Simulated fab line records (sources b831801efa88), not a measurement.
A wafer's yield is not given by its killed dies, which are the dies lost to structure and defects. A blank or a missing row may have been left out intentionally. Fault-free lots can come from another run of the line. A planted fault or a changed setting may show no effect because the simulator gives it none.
fab line records ; flow sky130
record lots=6; wafers=18; last_day=50
route steps=708 shown VIA2@516 METAL3@532 PAD_OPEN@708
lots that met no fault: from a run of the same line without faults
start_h: hours from the record's first day to the start of the lot's first wafer shown ; wait_h: hours since the lot's step before ; " unchanged from the row above ; L1.1+2: a single row standing in for several wafers ; - no value, or no start was given ; * or withheld: withheld ; < > ~ a bound
route shown NAME@n: a module of which the file shows steps, and the number in the route of the first ; usual: average and standard deviation across the fault-free wafers ; same: alike in all rows ; chamber/n: place in a boat ; sites: readings site by site ; _std_site: the standard deviation of these ; _edge_site: outer sites' mean less inner sites' ; radius_mm: how far each site lies from the wafer's centre ; mask NAME#n: copy n ; behind: the tool/chamber that last shaped the wafer ; hold: why the lot was held/for how many hours/how that ended ; device: whichever transistor did not switch (one of n, p or np) ; end of line: the same wafers' tests at the end of the route ; for a step that has no rows: nothing shown but its recipe ; killed: dies lost to structure and defects at the first sort, not the wafer's yield ; map: per-die view of a wafer (x killed, . not killed, _ where there is no die)
set.NAME: setting as actually run; set.NAME@STEP: the setting as run at that earlier step ; model.NAME: the simulator's own value behind a step, which no gauge read
lots at selected steps of the route; one table per step, one row per wafer
services: a tool's chamber out of use, with start hour (start_h, from the record's first day; less than 0 if before it), hours out, and reason
## steps
# step SKY_VIA2_EXPOSE_09
# recipe mask_id=VIM2; na=0.8; source_shape=annular; sigma_inner=0.55; sigma_outer=0.85; target_cd_nm=200; dose_mj=38
# step SKY_VIA2_PEB_10
# recipe peb_temp_c=withheld; peb_time_s=withheld; resist=KrF-thick
# step SKY_VIA2_DEVELOP_11
# recipe develop_time_s=60; resist=KrF-thick; dev_temp_c=21
# step SKY_VIA2_CD_MEAS_12
# recipe target_cd_nm=200
# usual cd_nm=200.1/1.3
lot.wafer;tool;chamber;start_h;wait_h;cd_nm
L655.4;cd_sem-01;-;839.10;-;199.3
L655.5;cd_sem-01;-;839.10;-;200.7
L655.6;cd_sem-01;-;839.10;-;200.4
L663.1;cd_sem-01;-;924.84;-;198.8
L663.5;cd_sem-01;-;924.84;-;197.7
L663.6;cd_sem-01;-;924.84;-;198.9
L667.1;cd_sem-01;-;953.30;-;199.8
L667.3;cd_sem-01;-;953.30;-;200.2
L667.6;cd_sem-01;-;953.30;-;199.3
L668.1;cd_sem-02;-;958.80;-;202.7
L668.2;cd_sem-02;-;958.80;-;202.6
L668.5;cd_sem-02;-;958.80;-;201.4
L669.2;cd_sem-01;-;960.11;-;200.9
L669.4;cd_sem-01;-;960.11;-;201.0
L669.5;cd_sem-01;-;960.11;-;201.5
L678.2;cd_sem-01;-;1007.50;-;198.3
L678.3;cd_sem-01;-;1007.50;-;198.8
L678.6;cd_sem-01;-;1007.50;-;199.2
# step SKY_VIA2_OVL_MEAS_13
# usual VIA2_OVL=2/5.5
lot.wafer;tool;chamber;start_h;wait_h;VIA2_OVL[nm]
L655.4;overlay-01;-;839.18;0.1;3
L655.5;overlay-01;-;839.18;0.1;5
L655.6;overlay-01;-;839.18;0.1;-1
L663.1;overlay-02;-;924.96;0.1;5
L663.5;overlay-02;-;924.96;0.1;6
L663.6;overlay-02;-;924.96;0.1;6
L667.1;overlay-01;-;953.42;0.1;2
L667.3;overlay-01;-;953.42;0.1;1
L667.6;overlay-01;-;953.42;0.1;9
L668.1;overlay-01;-;958.92;0.1;5
L668.2;overlay-01;-;958.92;0.1;5
L668.5;overlay-01;-;958.92;0.1;-6
L669.2;overlay-02;-;960.22;0.1;-1
L669.4;overlay-02;-;960.22;0.1;0
L669.5;overlay-02;-;960.22;0.1;2
L678.2;overlay-02;-;1007.60;0.1;1
L678.3;overlay-02;-;1007.60;0.1;5
L678.6;overlay-02;-;1007.60;0.1;2
# step SKY_VIA2_ETCH_14
# recipe chemistry=N2/H2; target=BARC; ion_energy_ev=200; source_w=500; bias_w=100; pressure_mtorr=30; n2_flow_sccm=100; h2_flow_sccm=200; stop_on=SiO2; time_s=45.9; target_depth_a=600
# usual drypump_motor_current_A=5.6/0.36; oes_product_au=0.855/0.005; throttle_valve_pct=13.225/0.0093
lot.wafer;tool;chamber;start_h;wait_h;drypump_motor_current_A;oes_product_au;rf_hours_counter_h;throttle_valve_pct
L655.4;rie_diel-02;1;839.20;0.0;6.2;0.857;12;13.245
L655.5;rie_diel-02;0;839.20;0.0;5.3;0.857;-;13.238
L655.6;rie_diel-02;3;839.20;0.0;4.8;0.859;-;13.242
L663.1;rie_diel-01;3;925.00;0.0;6.1;0.853;20;13.226
L663.5;rie_diel-01;1;925.00;0.0;5.5;0.855;-;13.235
L663.6;rie_diel-01;0;925.00;0.0;5.7;0.853;-;13.230
L667.1;rie_diel-01;2;953.45;0.0;5.7;0.865;4;13.226
L667.3;rie_diel-01;3;953.45;0.0;6.2;0.852;21;13.215
L667.6;rie_diel-01;1;953.45;0.0;5.5;0.861;-;13.226
L668.1;rie_diel-01;2;958.95;0.0;5.7;0.860;4;13.216
L668.2;rie_diel-01;1;958.95;0.0;5.6;0.862;6;13.236
L668.5;rie_diel-01;0;958.95;0.0;5.6;0.859;-;13.226
L669.2;rie_diel-03;1;960.25;0.0;6.0;0.854;17;13.233
L669.4;rie_diel-03;0;960.25;0.0;5.3;0.862;3;13.217
L669.5;rie_diel-03;1;960.25;0.0;6.0;0.862;-;13.245
L678.2;rie_diel-03;2;1007.63;0.0;5.9;0.855;14;13.227
L678.3;rie_diel-03;3;1007.63;0.0;5.2;0.854;24;13.226
L678.6;rie_diel-03;0;1007.63;0.0;5.3;0.867;-;13.226
# step SKY_VIA2_ETCH_15
# recipe target=SiO2; chemistry=C4F8/O2/Ar; target_depth_nm=546; stop_on=TiN; mask_material=KrF-thick; source_w=1500; bias_w=1200; pressure_mtorr=40; c4f8_flow_sccm=withheld; O2_flow_sccm=6; Ar_flow_sccm=300; time_s=84
# usual oes_product_au=0.939/0.0048
lot.wafer;tool;chamber;start_h;wait_h;oes_product_au;rf_hours_counter_h
L655.4;rie_diel-02;1;839.24;0.0;0.945;12
L655.5;rie_diel-02;0;839.24;0.0;0.939;-
L655.6;rie_diel-02;3;839.24;0.0;0.939;-
L663.1;rie_diel-01;3;925.04;0.0;0.936;20
L663.5;rie_diel-01;1;925.04;0.0;0.942;-
L663.6;rie_diel-01;0;925.04;0.0;0.941;-
L667.1;rie_diel-01;2;953.49;0.0;0.944;4
L667.3;rie_diel-01;3;953.49;0.0;0.938;21
L667.6;rie_diel-01;1;953.49;0.0;0.938;-
L668.1;rie_diel-01;2;958.99;0.0;0.947;4
L668.2;rie_diel-01;1;958.99;0.0;0.937;6
L668.5;rie_diel-01;0;958.99;0.0;0.943;-
L669.2;rie_diel-03;1;960.29;0.0;0.950;17
L669.4;rie_diel-03;0;960.29;0.0;0.943;3
L669.5;rie_diel-03;1;960.29;0.0;0.930;-
L678.2;rie_diel-03;2;1007.67;0.0;0.933;14
L678.3;rie_diel-03;3;1007.67;0.0;0.943;24
L678.6;rie_diel-03;0;1007.67;0.0;0.947;-
# step SKY_VIA2_STRIP_16
# recipe chemistry=O2/N2; power_w=1400; pressure_mtorr=1500; platen_temp_c=withheld; o2_flow_sccm=3000; n2_flow_sccm=300; overash_fraction=0.5
# usual drypump_motor_current_A=5.5/0.56; oes_product_au=0.399/0.0049; strip_time_to_endpoint_s=4.048/0.02
# same overash_fraction=0.5
lot.wafer;tool;chamber;start_h;wait_h;drypump_motor_current_A;oes_product_au;rf_hours_counter_h;strip_time_to_endpoint_s
L655.4;plasma_asher-03;0;839.34;0.1;6.0;0.402;-;4.028
L655.5;plasma_asher-03;1;839.34;0.1;5.0;0.387;-;4.055
L655.6;plasma_asher-03;0;839.34;0.1;6.0;0.401;-;4.028
L663.1;plasma_asher-04;0;925.10;0.0;5.0;0.400;112;4.068
L663.5;plasma_asher-04;1;925.10;0.0;4.7;0.395;-;4.056
L663.6;plasma_asher-04;0;925.10;0.0;5.0;0.395;-;4.061
L667.1;plasma_asher-03;1;953.56;0.0;5.1;0.399;47;4.009
L667.3;plasma_asher-03;0;953.56;0.0;6.0;0.397;-;4.004
L667.6;plasma_asher-03;1;953.56;0.0;5.1;0.398;-;4.035
L668.1;plasma_asher-03;0;959.06;0.0;6.0;0.403;48;4.041
L668.2;plasma_asher-03;1;959.06;0.0;5.0;0.404;48;4.059
L668.5;plasma_asher-03;0;959.06;0.0;6.0;0.398;-;4.077
L669.2;plasma_asher-03;0;960.35;0.0;6.0;0.398;48;4.042
L669.4;plasma_asher-03;1;960.35;0.0;5.0;0.399;-;4.042
L669.5;plasma_asher-03;0;960.35;0.0;6.0;0.397;-;4.052
L678.2;plasma_asher-02;1;1007.74;0.0;6.2;0.405;26;4.051
L678.3;plasma_asher-02;1;1007.74;0.0;6.2;0.398;-;4.037
L678.6;plasma_asher-02;1;1007.74;0.0;6.2;0.396;-;4.018
# step SKY_VIA2_STRIP_17
# recipe chemistry=post_etch_residue_remover; time_s=1200; temp_c=72.5
# step SKY_VIA2_CLEAN_18
# recipe chemistry=IPA; time_s=180; temp_c=25
# step SKY_VIA2_CLEAN_19
# recipe chemistry=O3/DIW; dry=n2_spin
# step SKY_VIA2_SPUTTER_20
# recipe material=TiN; target_thk_nm=20; chamber_pressure_pa=5; power_w=4000; time_s=80
# usual throttle_valve_pct=30.1/0.8
lot.wafer;tool;chamber;start_h;wait_h;throttle_valve_pct
L655.4;pvd_sputter-01;-;839.99;0.0;30.2
L655.5;pvd_sputter-01;-;839.99;0.0;29.9
L655.6;pvd_sputter-01;-;839.99;0.0;29.7
L663.1;pvd_sputter-01;-;925.70;0.0;29.9
L663.5;pvd_sputter-01;-;925.70;0.0;29.2
L663.6;pvd_sputter-01;-;925.70;0.0;30.1
L667.1;pvd_sputter-01;-;954.19;0.0;29.2
L667.3;pvd_sputter-01;-;954.19;0.0;29.3
L667.6;pvd_sputter-01;-;954.19;0.0;29.5
L668.1;pvd_sputter-04;-;959.65;0.0;30.7
L668.2;pvd_sputter-04;-;959.65;0.0;29.4
L668.5;pvd_sputter-04;-;959.65;0.0;30.5
L669.2;pvd_sputter-03;-;960.94;0.0;31.7
L669.4;pvd_sputter-03;-;960.94;0.0;31.4
L669.5;pvd_sputter-03;-;960.94;0.0;29.7
L678.2;pvd_sputter-04;-;1008.33;0.0;30.2
L678.3;pvd_sputter-04;-;1008.33;0.0;30.9
L678.6;pvd_sputter-04;-;1008.33;0.0;30.3
# step SKY_VIA2_CVD_21
# recipe material=W; target_thk_nm=420; time_s=126.4; temp_c=400; pressure_torr=40
# usual heater_power_w=784/48
lot.wafer;tool;chamber;start_h;wait_h;heater_power_w;since_wet_clean_h;model.W_of_VIA2_CVD_21.thk_nm
L655.4;cvd_w-02;0;840.09;0.1;861;-;423.8
L655.5;cvd_w-02;0;840.09;0.1;858;-;423.1
L655.6;cvd_w-02;1;840.09;0.1;875;-;425.9
L663.1;cvd_w-01;0;925.77;0.0;720;522;417.4
L663.5;cvd_w-01;1;925.77;0.0;776;-;420.5
L663.6;cvd_w-01;0;925.77;0.0;722;-;415.3
L667.1;cvd_w-02;0;954.25;0.0;784;36;423.2
L667.3;cvd_w-02;0;954.25;0.0;789;-;318.5
L667.6;cvd_w-02;0;954.25;0.0;771;-;422.8
L668.1;cvd_w-02;1;959.71;0.0;799;42;419.5
L668.2;cvd_w-02;0;959.71;0.0;794;42;425.9
L668.5;cvd_w-02;1;959.71;0.0;807;-;314.8
L669.2;cvd_w-01;1;961.00;0.0;776;557;417.2
L669.4;cvd_w-01;0;961.00;0.0;714;-;423.1
L669.5;cvd_w-01;1;961.00;0.0;790;-;420.2
L678.2;cvd_w-01;0;1008.39;0.0;700;604;421.3
L678.3;cvd_w-01;1;1008.39;0.0;771;-;418.7
L678.6;cvd_w-01;0;1008.39;0.0;720;-;420
# step SKY_VIA2_RS_MEAS_22
# recipe thk_meas_gauge=four-point-probe; reads=W_of_VIA2_CVD_21+TiN_of_VIA2_SPUTTER_20
# usual VIA2_W_RS=0.2719/0.0026
lot.wafer;tool;chamber;start_h;wait_h;VIA2_W_RS[ohm/sq]
L655.4;film_metro-01;-;840.24;0.1;0.2701
L655.5;film_metro-01;-;840.24;0.1;0.2702
L655.6;film_metro-01;-;840.24;0.1;0.2680
L663.1;film_metro-02;-;925.90;0.1;0.2752
L663.5;film_metro-02;-;925.90;0.1;0.2733
L663.6;film_metro-02;-;925.90;0.1;0.2763
L667.1;film_metro-02;-;954.38;0.1;0.2709
L667.3;film_metro-02;-;954.38;0.1;0.3622
L667.6;film_metro-02;-;954.38;0.1;0.2720
L668.1;film_metro-03;-;959.84;0.1;0.2733
L668.2;film_metro-03;-;959.84;0.1;0.2692
L668.5;film_metro-03;-;959.84;0.1;0.3651
L669.2;film_metro-03;-;961.16;0.1;0.2746
L669.4;film_metro-03;-;961.16;0.1;0.2707
L669.5;film_metro-03;-;961.16;0.1;0.2726
L678.2;film_metro-03;-;1008.54;0.1;0.2724
L678.3;film_metro-03;-;1008.54;0.1;0.2741
L678.6;film_metro-03;-;1008.54;0.1;0.2731
# step SKY_VIA2_THK_MEAS_23
# recipe thk_meas_gauge=xrf; reads=W_of_VIA2_CVD_21
# usual VIA2_W_THK=417/7.5
lot.wafer;tool;chamber;start_h;wait_h;VIA2_W_THK[nm]
L655.4;film_metro-01;-;840.33;0.1;416
L655.5;film_metro-01;-;840.33;0.1;410
L655.6;film_metro-01;-;840.33;0.1;415
L663.1;film_metro-02;-;926.02;0.1;417
L663.5;film_metro-02;-;926.02;0.1;421
L663.6;film_metro-02;-;926.02;0.1;416
L667.1;film_metro-02;-;954.50;0.1;429
L667.3;film_metro-02;-;954.50;0.1;322
L667.6;film_metro-02;-;954.50;0.1;429
L668.1;film_metro-03;-;959.96;0.1;412
L668.2;film_metro-03;-;959.96;0.1;416
L668.5;film_metro-03;-;959.96;0.1;310
L669.2;film_metro-03;-;961.27;0.1;412
L669.4;film_metro-03;-;961.27;0.1;415
L669.5;film_metro-03;-;961.27;0.1;411
L678.2;film_metro-03;-;1008.65;0.1;413
L678.3;film_metro-03;-;1008.65;0.1;409
L678.6;film_metro-03;-;1008.65;0.1;410
# step SKY_VIA2_CMP_24
# recipe stop_on=SiO2; t_overpolish_s=20; down_force_psi=3.5; platen_rpm=60; target_thk_nm=0; pad_velocity_m_s=0.94248
# usual edge_zone_pressure_frac=0.999/0.0052; motor_current_A=11.2/0.67; time_to_endpoint_s=101/3.3
lot.wafer;tool;chamber;start_h;wait_h;edge_zone_pressure_frac;motor_current_A;time_to_endpoint_s
L655.4;cmp-02;1;840.41;0.1;1.010;12.4;108
L655.6;cmp-02;0;840.41;0.1;0.999;11.4;106
L655.5;cmp-02;1;840.41;0.1;1.003;11.8;109
L663.1;cmp-02;2;926.08;0.1;0.994;10.3;96
L663.6;cmp-02;2;926.08;0.1;0.996;10.7;97
L663.5;cmp-02;3;926.08;0.1;1.001;10.4;96
L667.1;cmp-02;2;954.61;0.1;0.997;10.7;100
L667.3;cmp-02;3;954.61;0.1;1.000;10.9;77
L667.6;cmp-02;2;954.61;0.1;0.999;10.2;101
L668.1;cmp-01;3;960.12;0.1;1.008;11.1;99
L668.2;cmp-01;0;960.12;0.1;0.997;11.0;99
L668.5;cmp-01;2;960.12;0.1;0.998;10.6;78
L669.4;cmp-01;3;961.37;0.1;0.996;11.7;99
L669.2;cmp-01;1;961.37;0.1;1.007;11.5;100
L669.5;cmp-01;2;961.37;0.1;1.001;11.1;99
L678.2;cmp-02;2;1009.12;0.5;0.993;10.8;100
L678.3;cmp-02;3;1009.12;0.5;1.002;10.7;100
L678.6;cmp-02;1;1009.12;0.5;1.000;12.8;101
# step SKY_METAL3_SPUTTER_00
# recipe material=Ti; target_thk_nm=15; power_w=3063; time_s=10; chamber_pressure_pa=0.4
# usual throttle_valve_pct=30.4/0.87
lot.wafer;tool;chamber;start_h;wait_h;throttle_valve_pct
L655.4;pvd_sputter-03;-;840.66;0.2;29.9
L655.5;pvd_sputter-03;-;840.66;0.2;31.3
L655.6;pvd_sputter-03;-;840.66;0.2;31.6
L663.1;pvd_sputter-03;-;926.38;0.2;31.2
L663.5;pvd_sputter-03;-;926.38;0.2;31.5
L663.6;pvd_sputter-03;-;926.38;0.2;30.9
L667.1;pvd_sputter-03;-;954.86;0.2;31.1
L667.3;pvd_sputter-03;-;954.86;0.2;29.9
L667.6;pvd_sputter-03;-;954.86;0.2;29.9
L668.1;pvd_sputter-01;-;960.32;0.1;29.4
L668.2;pvd_sputter-01;-;960.32;0.1;29.5
L668.5;pvd_sputter-01;-;960.32;0.1;29.4
L669.2;pvd_sputter-01;-;961.62;0.1;29.2
L669.4;pvd_sputter-01;-;961.62;0.1;30.4
L669.5;pvd_sputter-01;-;961.62;0.1;29.9
L678.2;pvd_sputter-02;-;1009.32;0.1;30.2
L678.3;pvd_sputter-02;-;1009.32;0.1;30.8
L678.6;pvd_sputter-02;-;1009.32;0.1;30.3
# step SKY_PAD_OPEN_PROBE_99
# usual defect_limited_yield=82.3/1.9; killed_at_M0_to_M3=44/7; killed_at_M4_up=3.0/2; killed_at_contacts=24/5.3; killed_at_front_end=15/4; killed_at_other=0.2/0.41; killed_dies=87/9.1; killed_open=49/7.3; killed_short=38/5.9; sort_bin_3_pad_short=0.9/0.42; sort_bin_5_function=10.4/1.5; sort_bin_6_memory=6.5/1.2; sort_n_pass=405/9.1; sort_yield_pct=82.3/1.9
# same gross_dies=492; killed_at_back_side=0; sort_bin_4_leakage[%]=0; sort_bin_8_speed[%]=0
lot.wafer;tool;chamber;start_h;wait_h;defect_limited_yield[%];killed_at_M0_to_M3;killed_at_M4_up;killed_at_contacts;killed_at_front_end;killed_at_other;killed_dies;killed_open;killed_short;sort_bin_3_pad_short[%];sort_bin_5_function[%];sort_bin_6_memory[%];sort_n_pass;sort_yield_pct[%]
L663.1;prober-02;-;1136.08;0.1;80.5;41;8;35;11;1;96;52;44;1.0;11.2;7.3;396;80.5
L663.5;prober-02;-;1136.28;0.2;83.1;45;0;21;17;0;83;48;35;1.2;10.0;5.7;409;83.1
L663.6;prober-02;-;1136.33;0.2;86.2;42;1;14;11;0;68;34;34;0.6;8.7;4.5;424;86.2
L667.1;prober-01;-;1158.05;0.1;83.1;43;4;21;15;0;83;46;37;1.4;8.9;6.5;409;83.1
L667.3;prober-01;-;1158.15;0.2;79.1;59;3;26;15;0;103;58;45;0.6;11.4;8.9;389;79.1
L667.6;prober-01;-;1158.30;0.2;81.7;47;2;27;14;0;90;47;43;1.2;10.8;6.3;402;81.7
L668.1;prober-02;-;1161.28;0.1;86.0;28;6;21;14;0;69;35;34;1.0;7.5;5.5;423;86.0
L668.2;prober-02;-;1161.33;0.1;80.7;50;4;19;22;0;95;58;37;0.6;12.4;6.3;397;80.7
L668.5;prober-02;-;1161.48;0.2;85.0;32;4;23;15;0;74;41;33;0.2;10.0;4.9;418;85.0
L669.2;prober-01;-;1163.84;0.1;86.6;41;3;15;7;0;66;31;35;0.6;6.9;5.9;426;86.6
L669.4;prober-01;-;1163.94;0.2;82.9;37;1;24;21;1;84;47;37;1.2;9.3;6.5;408;82.9
L669.5;prober-01;-;1163.99;0.2;85.2;36;3;23;11;0;73;39;34;0.2;7.5;7.1;419;85.2
L678.2;prober-02;-;1197.44;0.1;79.7;49;2;31;18;0;100;65;35;0.6;13.0;6.7;392;79.7
L678.3;prober-02;-;1197.49;0.2;86.2;31;0;17;20;0;68;35;33;0.6;7.7;5.5;424;86.2
L678.6;prober-02;-;1197.64;0.2;83.9;41;1;22;15;0;79;44;35;0.2;8.7;7.1;413;83.9
# killed by level:class
L663.1 CONTACT:geometric_particle:open=13 VIA3:geometric_particle:open=10 VIA1:geometric_particle:open=10 CONTACT:geometric_particle:short=7 LOCAL_INTERCONNECT:geometric_particle:short=7 VIA2:geometric_particle:short=7 METAL1:geometric_particle:short=6 METAL4:geometric_particle:short=6
L663.5 VIA1:geometric_particle:open=9 CONTACT:geometric_particle:open=8 LI_CONTACT:geometric_particle:open=6 VIA1:geometric_particle:short=6 VIA2:geometric_particle:open=6 FIELD_ISO:geometric_particle:open=5 POLY_GATE:geometric_particle:short=5 METAL1:geometric_particle:open=4
L663.6 VIA1:geometric_particle:open=11 VIA2:geometric_particle:open=7 METAL1:geometric_particle:short=6 METAL3:geometric_particle:short=5 FIELD_ISO:geometric_particle:open=4 LOCAL_INTERCONNECT:geometric_particle:short=4 CONTACT:geometric_particle:short=4 VIA2:geometric_particle:short=4
L667.1 VIA1:geometric_particle:open=11 VIA2:geometric_particle:open=9 VIA3:geometric_particle:open=7 LI_CONTACT:geometric_particle:open=6 VIA1:geometric_particle:short=6 METAL2:geometric_particle:short=6 CONTACT:geometric_particle:open=5 FIELD_ISO:geometric_particle:open=4
L667.3 VIA2:geometric_particle:open=14 VIA1:geometric_particle:open=13 LI_CONTACT:geometric_particle:open=8 VIA3:geometric_particle:open=7 CONTACT:geometric_particle:open=6 METAL2:geometric_particle:short=6 FIELD_ISO:geometric_particle:short=5 LI_CONTACT:geometric_particle:short=5
L667.6 VIA1:geometric_particle:open=13 LI_CONTACT:geometric_particle:open=9 VIA3:geometric_particle:open=8 LOCAL_INTERCONNECT:geometric_particle:short=6 METAL2:geometric_particle:short=6 METAL1:geometric_particle:short=5 VIA2:geometric_particle:open=5 SPACER:geometric_particle:short=4
L668.1 LI_CONTACT:geometric_particle:open=8 METAL1:geometric_particle:short=6 METAL4:geometric_particle:short=5 CONTACT:geometric_particle:short=5 FIELD_ISO:geometric_particle:open=4 CONTACT:geometric_particle:open=4 VIA1:geometric_particle:open=4 SPACER:geometric_particle:open=3
L668.2 VIA1:geometric_particle:open=13 CONTACT:geometric_particle:open=9 VIA2:geometric_particle:open=9 FIELD_ISO:geometric_particle:open=7 METAL2:geometric_particle:short=6 FIELD_ISO:geometric_particle:short=5 POLY_GATE:geometric_particle:open=5 LI_CONTACT:geometric_particle:open=5
L668.5 VIA2:geometric_particle:open=7 POLY_GATE:geometric_particle:open=5 LI_CONTACT:geometric_particle:open=5 LI_CONTACT:geometric_particle:short=5 CONTACT:geometric_particle:short=5 VIA1:geometric_particle:open=5 VIA3:geometric_particle:open=5 FIELD_ISO:geometric_particle:open=4
L669.2 METAL1:geometric_particle:short=10 VIA1:geometric_particle:open=6 VIA2:geometric_particle:open=6 CONTACT:geometric_particle:open=5 LI_CONTACT:geometric_particle:open=4 METAL2:geometric_particle:short=4 FIELD_ISO:geometric_particle:short=3 CONTACT:geometric_particle:short=3
L669.4 CONTACT:geometric_particle:open=13 VIA1:geometric_particle:open=10 METAL1:geometric_particle:short=7 POLY_GATE:geometric_particle:short=6 POLY_GATE:geometric_particle:open=5 VIA2:geometric_particle:open=4 VIA3:geometric_particle:short=4 FIELD_ISO:geometric_particle:open=3
L669.5 VIA1:geometric_particle:open=7 METAL1:geometric_particle:open=5 CONTACT:geometric_particle:short=5 CONTACT:geometric_particle:open=5 METAL1:geometric_particle:short=5 LI_CONTACT:geometric_particle:open=4 VIA2:geometric_particle:open=4 VIA3:geometric_particle:open=4
L678.2 CONTACT:geometric_particle:open=15 VIA1:geometric_particle:open=14 FIELD_ISO:geometric_particle:short=7 VIA2:geometric_particle:open=7 VIA3:geometric_particle:open=6 FIELD_ISO:geometric_particle:open=5 LI_CONTACT:geometric_particle:open=5 LOCAL_INTERCONNECT:geometric_particle:short=5
L678.3 POLY_GATE:geometric_particle:short=9 VIA1:geometric_particle:open=9 LI_CONTACT:geometric_particle:open=8 POLY_GATE:geometric_particle:open=5 CONTACT:geometric_particle:open=4 VIA1:geometric_particle:short=4 FIELD_ISO:geometric_particle:short=3 METAL2:geometric_particle:short=3
L678.6 CONTACT:geometric_particle:open=12 VIA1:geometric_particle:open=10 VIA3:geometric_particle:open=9 METAL2:geometric_particle:short=7 POLY_GATE:geometric_particle:short=6 FIELD_ISO:geometric_particle:short=4 LOCAL_INTERCONNECT:geometric_particle:short=4 VIA2:geometric_particle:open=4
## services
tool;chamber;start_h;hours;kind
rie_diel-01;2;824.69;4.9;repair
rie_diel-01;-;825.55;28.1;pm
plasma_asher-02;-;853.60;1.0;repair
cmp-01;-;853.68;3.3;pm
cmp-01;-;860.65;6.3;pm
rie_diel-03;1;862.77;4.6;repair
rie_diel-01;3;865.17;4.3;repair
cmp-02;-;879.73;0.8;repair
cmp-01;-;882.39;0.9;repair
cvd_w-02;1;886.22;12.4;repair
cvd_w-01;1;888.12;3.9;repair
cmp-01;-;898.01;2.7;repair
cmp-02;-;901.43;6.6;pm
cvd_w-02;-;904.00;14.0;pm
plasma_asher-03;-;907.38;1.5;repair
cmp-01;-;912.44;4.0;pm
rie_diel-03;1;921.89;4.5;repair
cvd_w-02;-;922.21;0.6;repair
cmp-02;-;931.33;3.5;repair
rie_diel-02;3;938.50;2.2;repair
cvd_w-02;0;950.92;2.2;repair
pvd_sputter-01;-;966.88;3.4;repair
cmp-02;-;995.07;0.4;repair
cmp-01;-;997.70;12.5;pm
## key
first_sign step=SKY_VIA2_RS_MEAS_22; reading=VIA2_W_RS; direction=up; sigmas=35; usual=0.2719; struck=0.3637
effect step=SKY_VIA2_THK_MEAS_23; reading=VIA2_W_THK; direction=down; sigmas=14; usual=417; struck=316
effect step=SKY_VIA2_CMP_24; reading=time_to_endpoint_s; direction=down; sigmas=7.2; usual=*; struck=*
model_effect step=SKY_VIA2_CVD_21; value=W_of_VIA2_CVD_21.thk_nm; without=427; struck=316.6
met_at SKY_VIA2_CVD_21
struck_wafers L667.3,L668.5
onset_between 840.09 954.25
fault kind=process_parameter_drift; tool=cvd_w-02; chamber=-; onset_h=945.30; steps=SKY_VIA2_CVD_21; channel=target_thk_nm; offset=-110.39; shape=step; end_h=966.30; scope=struck_wafers_only; acts_in=these_recipes_only; stated=420
